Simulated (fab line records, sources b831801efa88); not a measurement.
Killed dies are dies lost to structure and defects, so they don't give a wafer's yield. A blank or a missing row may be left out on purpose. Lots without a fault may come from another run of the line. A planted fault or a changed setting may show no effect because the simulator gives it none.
Chamber matching | flow sky130 | SKY_METAL4_ETCH_17 on rie_diel-03: 4 sister chambers
The step etches SiO2 in C4F8/O2/Ar, stops on TiN, time 3.9 s, target depth 15 nm. 4 wafers are shown with their chamber, then 12 later ones without.

WAFERS WITH THEIR CHAMBER
wafer  | chamber | oes_product_au (a.u.)
L083.1 | 3       | 0.754
L091.1 | 0       | 0.763
L091.2 | 2       | 0.749
L091.3 | 1       | 0.761

WAFERS WITHOUT THEIR CHAMBER
wafer  | oes_product_au (a.u.)
L091.4 | 0.757
L091.5 | 0.770
L091.6 | 0.766
L093.1 | 0.756
L093.2 | 0.746
L093.4 | 0.754
L094.1 | 0.744
L094.2 | 0.743
L094.3 | 0.750
L094.4 | 0.758
L094.5 | 0.758
L094.6 | 0.750

WHICH CHAMBER EACH WENT THROUGH
wafer  | from the rows above               | in truth
L091.4 | can't be placed: 3 or 1 or 0 or 2 | 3
L091.5 | can't be placed: 0 or 1           | 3
L091.6 | can't be placed: 0 or 1           | 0
L093.1 | can't be placed: 3 or 1 or 0 or 2 | 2
L093.2 | can't be placed: 2 or 3           | 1
L093.4 | can't be placed: 3 or 2 or 1      | 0
L094.1 | can't be placed: 2 or 3           | 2
L094.2 | can't be placed: 2 or 3           | 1
L094.3 | can't be placed: 2 or 3           | 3
L094.4 | can't be placed: 1 or 3 or 0 or 2 | 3
L094.5 | can't be placed: 1 or 3 or 0 or 2 | 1
L094.6 | can't be placed: 2 or 3           | 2
Placed correctly: 0 of 12. Can't be placed from these rows: 12 (the true chamber is among the candidates in 8). Placed wrongly: 0.
How it was worked out, from the rows above alone: a wafer's distance from a chamber is the root of the sum, over the readings, of the square of ((its reading less the chamber's mean) divided by the reading's scatter). The wafer belongs to the nearest chamber; if the next one is less than 2 further off, it can't be placed. A chamber's mean is the mean of its shown wafers. The scatter: with one shown wafer a chamber, the root of the mean of the squares of how far each hidden wafer lies from its nearest shown one.
